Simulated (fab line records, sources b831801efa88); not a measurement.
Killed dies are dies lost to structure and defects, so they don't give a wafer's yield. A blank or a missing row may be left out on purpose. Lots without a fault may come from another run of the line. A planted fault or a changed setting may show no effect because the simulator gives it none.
Which tool did it? | flow gf180mcu | 12 lots, 36 wafers sampled, at 5 steps of a route of 602

WHAT THE GAUGES READ, wafer by wafer
GF_V1_BOW_MEAS_05. Usual: V1_BOW 81 um, standard deviation 8.
lot  | measured     | on            | V1_BOW (um) | flag
L436 | day 18 23:44 | film_metro-04 | 96 99 83    |
L437 | day 19 00:55 | film_metro-03 | 79 80 80    |
L438 | day 19 07:40 | film_metro-01 | 72 88 87    |
L439 | day 20 04:18 | film_metro-03 | 80 78 75    |
L441 | day 20 10:42 | film_metro-01 | 74 79 94    |
L442 | day 20 19:53 | film_metro-04 | 62 70 86    |
L447 | day 22 20:43 | film_metro-01 | 84 86 85    |
L448 | day 23 04:59 | film_metro-04 | 80 75 82    |
L451 | day 24 05:10 | film_metro-03 | 66 81 69    |
L452 | day 24 15:56 | film_metro-04 | 78 82 81    |
L454 | day 25 02:46 | film_metro-03 | 67 79 74    |
L455 | day 25 11:15 | film_metro-03 | 86 65 84    |

GF_M2_THK_MEAS_06: measures by xrf. Usual: M2_ALCU_THK 444 nm, standard deviation 5.5.
lot  | measured     | on            | M2_ALCU_THK (nm) | flag
L436 | day 20 02:49 | film_metro-03 | 445 447 452      |
L437 | day 20 03:31 | film_metro-03 | 443 443 442      |
L438 | day 20 10:07 | film_metro-01 | 441 446 455      |
L439 | day 21 06:31 | film_metro-01 | 448 451 455      |
L441 | day 21 13:05 | film_metro-03 | 441 440 439      |
L442 | day 21 21:59 | film_metro-03 | 439 439 435      |
L447 | day 23 22:14 | film_metro-03 | 403 407 398      | OFF
L448 | day 24 05:58 | film_metro-03 | 400 402 403      | OFF
L451 | day 25 04:53 | film_metro-03 | 446 437 446      |
L452 | day 25 15:35 | film_metro-03 | 440 439 453      |
L454 | day 26 01:58 | film_metro-03 | 444 448 442      |
L455 | day 26 10:11 | film_metro-03 | 445 445 442      |

WHICH TOOL RAN EACH LOT (tool, then ch and the chambers of the sampled wafers, then the start)
lot  | GF_V1_ETCH_16                      | GF_V1_SPUTTER_21             | GF_M2_SPUTTER_04
L436 | rie_diel-03 ch 0,3, day 20 01:07   | pvd_sputter-02, day 20 01:47 | pvd_sputter-03, day 20 02:39
L437 | rie_diel-04 ch 1,2, day 20 01:49   | pvd_sputter-01, day 20 02:29 | pvd_sputter-04, day 20 03:21
L438 | rie_diel-01 ch 1,2,3, day 20 08:23 | pvd_sputter-02, day 20 09:05 | pvd_sputter-04, day 20 09:58
L439 | rie_diel-04 ch 0,1, day 21 04:44   | pvd_sputter-01, day 21 05:29 | pvd_sputter-02, day 21 06:22
L441 | rie_diel-04 ch 1,2, day 21 11:22   | pvd_sputter-01, day 21 12:03 | pvd_sputter-02, day 21 12:55
L442 | rie_diel-04 ch 0,2,3, day 21 20:11 | pvd_sputter-01, day 21 20:56 | pvd_sputter-02, day 21 21:49
L447 | rie_diel-04 ch 0,1,2, day 23 20:32 | pvd_sputter-02, day 23 21:11 | pvd_sputter-04, day 23 22:04
L448 | rie_diel-04 ch 2,3, day 24 04:14   | pvd_sputter-02, day 24 04:54 | pvd_sputter-04, day 24 05:47
L451 | rie_diel-04 ch 0,1,3, day 25 03:11 | pvd_sputter-02, day 25 03:51 | pvd_sputter-03, day 25 04:43
L452 | rie_diel-03 ch 0,1,2, day 25 13:53 | pvd_sputter-02, day 25 14:33 | pvd_sputter-03, day 25 15:26
L454 | rie_diel-01 ch 1,2,3, day 26 00:13 | pvd_sputter-02, day 26 00:55 | pvd_sputter-03, day 26 01:47
L455 | rie_diel-04 ch 0,3, day 26 08:22   | pvd_sputter-03, day 26 09:02 | pvd_sputter-02, day 26 10:01
- GF_V1_ETCH_16: etches BARC in N2/H2.
- GF_V1_SPUTTER_21: material Ti, target thk 15 nm, time 80.02 s.
- GF_M2_SPUTTER_04: material TiN, target thk 50 nm, time 41.7 s.

WHAT THE TOOLS THEMSELVES READ (means of the sampled wafers that have a number; where no wafer has one, the mark that the record gives instead)
GF_V1_ETCH_16. Usual: bias_w 100.0 W, standard deviation 0.31; drypump_motor_current_A 5.6 A, standard deviation 0.46; oes_product_au 0.854 a.u., standard deviation 0.0046; throttle_valve_pct 13.224 %, standard deviation 0.0094.
lot  | tool        | bias_w (W) | drypump_motor_current_A (A) | oes_product_au (a.u.) | throttle_valve_pct (%) | flag
L436 | rie_diel-03 | 100.1      | 5.8                         | 0.857                 | 13.227                 |
L437 | rie_diel-04 | 100.0      | 5.4                         | 0.854                 | 13.217                 |
L438 | rie_diel-01 | 100.0      | 5.7                         | 0.849                 | 13.227                 |
L439 | rie_diel-04 | 100.3      | 5.7                         | 0.852                 | 13.230                 |
L441 | rie_diel-04 | 99.9       | 5.5                         | 0.856                 | 13.225                 |
L442 | rie_diel-04 | 100.3      | 5.5                         | 0.861                 | 13.228                 |
L447 | rie_diel-04 | 100.1      | 5.6                         | 0.853                 | 13.221                 |
L448 | rie_diel-04 | 100.1      | 5.4                         | 0.856                 | 13.213                 |
L451 | rie_diel-04 | 99.9       | 5.4                         | 0.860                 | 13.228                 |
L452 | rie_diel-03 | 99.6       | 5.7                         | 0.848                 | 13.229                 |
L454 | rie_diel-01 | 100.1      | 5.7                         | 0.854                 | 13.222                 |
L455 | rie_diel-04 | 100.0      | 5.6                         | 0.857                 | 13.233                 |

GF_V1_SPUTTER_21. Usual: throttle_valve_pct 29.8 %, standard deviation 0.92.
lot  | tool           | throttle_valve_pct (%) | flag
L436 | pvd_sputter-02 | 29.5                   |
L437 | pvd_sputter-01 | 29.5                   |
L438 | pvd_sputter-02 | 28.8                   |
L439 | pvd_sputter-01 | 29.9                   |
L441 | pvd_sputter-01 | 30.3                   |
L442 | pvd_sputter-01 | 29.5                   |
L447 | pvd_sputter-02 | 29.3                   |
L448 | pvd_sputter-02 | 30.0                   |
L451 | pvd_sputter-02 | 29.2                   |
L452 | pvd_sputter-02 | 29.8                   |
L454 | pvd_sputter-02 | 28.9                   |
L455 | pvd_sputter-03 | 30.2                   |

GF_M2_SPUTTER_04. Usual: throttle_valve_pct 30.0 %, standard deviation 0.98.
lot  | tool           | throttle_valve_pct (%) | flag
L436 | pvd_sputter-03 | 30.6                   |
L437 | pvd_sputter-04 | 30.0                   |
L438 | pvd_sputter-04 | 29.6                   |
L439 | pvd_sputter-02 | 29.6                   |
L441 | pvd_sputter-02 | 28.9                   |
L442 | pvd_sputter-02 | 29.6                   |
L447 | pvd_sputter-04 | 30.1                   |
L448 | pvd_sputter-04 | 30.1                   |
L451 | pvd_sputter-03 | 30.2                   |
L452 | pvd_sputter-03 | 30.6                   |
L454 | pvd_sputter-03 | 31.1                   |
L455 | pvd_sputter-02 | 28.7                   |

THE ANSWER, worked out from the rows above alone
Rule: a lot is off if the mean of its wafers that have a number lies more than 3 standard deviations from the usual mean. A lot without any number at a reading at which 4 lots or more have one is off too. The other lots that the step has rows for count as sound. The gauges are gone through in route order, then the tools' own readings, and for those a lot's mean is taken as printed above. The first step at which some lot is off is used, and at that step the reading that is off furthest; a lot without a number counts as furthest.
Off: L447, L448, at GF_M2_THK_MEAS_06 (M2_ALCU_THK).
A tool fits if, at a process step before that reading, it ran every lot that is off, and no sound lot after the first of them. The gauges at GF_M2_THK_MEAS_06 are tried like those tools. One fits: pvd_sputter-04 at GF_M2_SPUTTER_04. Its last sound lot is L438 (day 20 09:58), its first lot that is off L447 (day 23 22:04): a fault that began between those two fits.

WHAT THE SIMULATOR HAD PUT IN
Process parameter drift: pvd_sputter-04, from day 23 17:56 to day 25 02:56, at GF_M2_SPUTTER_04. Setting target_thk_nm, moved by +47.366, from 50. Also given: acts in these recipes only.
Lots struck among those shown: L447, L448. The rule above found the same.
